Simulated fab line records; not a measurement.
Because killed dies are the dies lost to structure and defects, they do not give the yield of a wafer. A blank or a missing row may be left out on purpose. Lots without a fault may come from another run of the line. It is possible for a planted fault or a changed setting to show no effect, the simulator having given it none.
Matching of chambers | flow gf180mcu | GF_STI_ETCH_14 on rie si-02: 4 sister chambers
The step etches Si in HBr/Cl2/O2, target depth 360 nm, time 102.9 s. 14 wafers are shown with their chamber, then 7 later ones without.

WAFERS WITH THEIR CHAMBER
wafer  | chamber | drypump motor current A (A) | oes product au (a.u.) | throttle valve pct (%)
L382.1 | 0       | 6.0                         | 0.990                 | 25.661
L382.2 | 1       | 5.8                         | 1.003                 | 25.645
L382.4 | 3       | 6.0                         | 1.018                 | 25.643
L383.1 | 0       | 6.0                         | 0.985                 | 25.661
L383.4 | 3       | 6.1                         | 1.006                 | 25.671
L383.5 | 0       | 6.0                         | 0.999                 | 25.667
L384.2 | 2       | 5.5                         | 0.998                 | 25.665
L384.4 | 1       | 5.7                         | 1.005                 | 25.653
L384.6 | 3       | 6.0                         | 1.005                 | 25.647
L396.3 | 1       | 5.8                         | 1.010                 | 25.665
L396.4 | 2       | 5.5                         | 0.992                 | 25.652
L396.6 | 0       | 5.9                         | 0.996                 | 25.664
L397.1 | 0       | 6.0                         | 1.004                 | 25.667
L397.5 | 3       | 6.0                         | 1.013                 | 25.643

SIGNATURES (averages over the wafers above)
reading                 | chamber 0 | chamber 1 | chamber 2 | chamber 3 | scatter within a chamber
drypump motor current A | 5.980     | 5.767     | 5.500     | 6.025     | 0.0471
oes product au          | 0.99480   | 1.00600   | 0.99500   | 1.01050   | 0.00616
throttle valve pct      | 25.66400  | 25.65433  | 25.65850  | 25.65100  | 0.00931
Rule: for each reading, subtract the chamber's mean from the wafer's reading, divide by that reading's scatter and square the result; add these up over the readings and take the root, which gives the wafer's distance from the chamber. The wafer belongs to the nearest chamber; if the next one is less than 2 further off, it can't be placed. The scatter: the root of (the sum of the squares of (reading less its chamber's mean) over the shown wafers, divided by (wafers less chambers)).

WAFERS WHOSE CHAMBER IS MISSING
wafer  | drypump motor current A (A) | oes product au (a.u.) | throttle valve pct (%)
L397.6 | 6.0                         | 0.987                 | 25.637
L398.2 | 5.5                         | 0.991                 | 25.656
L398.5 | 6.1                         | 1.009                 | 25.639
L398.6 | 6.0                         | 0.995                 | 25.670
L399.1 | 6.0                         | 0.998                 | 25.663
L399.3 | 5.6                         | 0.987                 | 25.655
L399.4 | 6.1                         | 1.010                 | 25.655

EACH ONE'S CHAMBER
wafer  | from the rows above     | in truth
L397.6 | can't be placed: 0 or 3 | 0
L398.2 | 2                       | 2
L398.5 | 3                       | 3
L398.6 | 0                       | 0
L399.1 | can't be placed: 0 or 3 | 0
L399.3 | 2                       | 2
L399.4 | 3                       | 3
Correct placement for 5 of the 7. Not placeable from these rows: 2 (in 2, the candidates include the true chamber). Wrongly placed: 0.
